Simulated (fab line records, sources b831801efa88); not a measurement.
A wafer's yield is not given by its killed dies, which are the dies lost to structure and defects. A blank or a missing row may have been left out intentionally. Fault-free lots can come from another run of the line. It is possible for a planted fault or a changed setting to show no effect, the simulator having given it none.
The tool behind it: which one? || flow sky130 || Sampling: 7 lots, 21 wafers, 3 of 708 route steps

## WHAT THE GAUGES READ, wafer by wafer
SKY_LDD_N_TW_MEAS_17.
{"lot": "L436", "measured": "day 18 17:04", "on": "filmMetro-02", "LDD_N_TW": "2634 2634 2618"}
{"lot": "L439", "measured": "day 19 21:34", "on": "filmMetro-04", "LDD_N_TW": "2608 2593 2602"}
{"lot": "L443", "measured": "day 21 20:31", "on": "filmMetro-02", "LDD_N_TW": "2626 2628 2630"}
{"lot": "L446", "measured": "day 22 11:34", "on": "filmMetro-01", "LDD_N_TW": "2446 2444 2444"}
{"lot": "L448", "measured": "day 23 11:39", "on": "filmMetro-01", "LDD_N_TW": "2569 2580 2577"}
{"lot": "L454", "measured": "day 25 02:38", "on": "filmMetro-02", "LDD_N_TW": "2621 2604 2619"}
{"lot": "L457", "measured": "day 26 00:22", "on": "filmMetro-01", "LDD_N_TW": "2587 2588 2586"}

## WHICH TOOL RAN EACH LOT (tool, then ch and the chambers of the sampled wafers, then the start)
{"lot": "L436", "SKY_LDD_N_IMPLANT_09": "implanter-03 ch 0, day 18 15:55", "SKY_LDD_N_STRIP_16": "plasmaAsher-03 ch 0,1, day 18 16:58"}
{"lot": "L439", "SKY_LDD_N_IMPLANT_09": "implanter-01 ch 0, day 19 20:25", "SKY_LDD_N_STRIP_16": "plasmaAsher-01 ch 0,1, day 19 21:28"}
{"lot": "L443", "SKY_LDD_N_IMPLANT_09": "implanter-03 ch 0, day 21 19:22", "SKY_LDD_N_STRIP_16": "plasmaAsher-03 ch 0,1, day 21 20:25"}
{"lot": "L446", "SKY_LDD_N_IMPLANT_09": "implanter-03, day 22 10:25", "SKY_LDD_N_STRIP_16": "plasmaAsher-04 ch 0,1, day 22 11:28"}
{"lot": "L448", "SKY_LDD_N_IMPLANT_09": "implanter-01 ch 0, day 23 10:30", "SKY_LDD_N_STRIP_16": "plasmaAsher-03 ch 0,1, day 23 11:33"}
{"lot": "L454", "SKY_LDD_N_IMPLANT_09": "implanter-03 ch 0, day 25 01:31", "SKY_LDD_N_STRIP_16": "plasmaAsher-04 ch 0,1, day 25 02:33"}
{"lot": "L457", "SKY_LDD_N_IMPLANT_09": "implanter-03 ch 0, day 25 23:13", "SKY_LDD_N_STRIP_16": "plasmaAsher-03 ch 0,1, day 26 00:16"}
- SKY_LDD_N_IMPLANT_09
- SKY_LDD_N_STRIP_16: strips in O2/N2.

## THE ANSWER, worked out from the rows above alone
Rule: what is usual is taken from the lots themselves. The widest of any qualifying gaps counts: lots, ordered by their means at a reading, are off when they make up no more than a third of the lots, leave a main group of 4 or more, and stand apart from it by 3 or more times the standard deviation of that group's means. If all means in a main group match to the digits the tables above print for the reading, that group is not used. Also off: a lot with no number at a reading for which 4 or more lots have one. Where the step has rows for the other lots, those lots are counted as sound.
Off: L446, at SKY_LDD_N_TW_MEAS_17 (LDD_N_TW). Main group: mean 2606, sd 20.
If a tool, at a process step before that reading, ran all the lots that are off and no sound lot after the first of them, it fits. Gauges at SKY_LDD_N_TW_MEAS_17: tried the same way as those tools. None of those tried fits.

## WHAT WAS PUT IN BY THE SIMULATOR
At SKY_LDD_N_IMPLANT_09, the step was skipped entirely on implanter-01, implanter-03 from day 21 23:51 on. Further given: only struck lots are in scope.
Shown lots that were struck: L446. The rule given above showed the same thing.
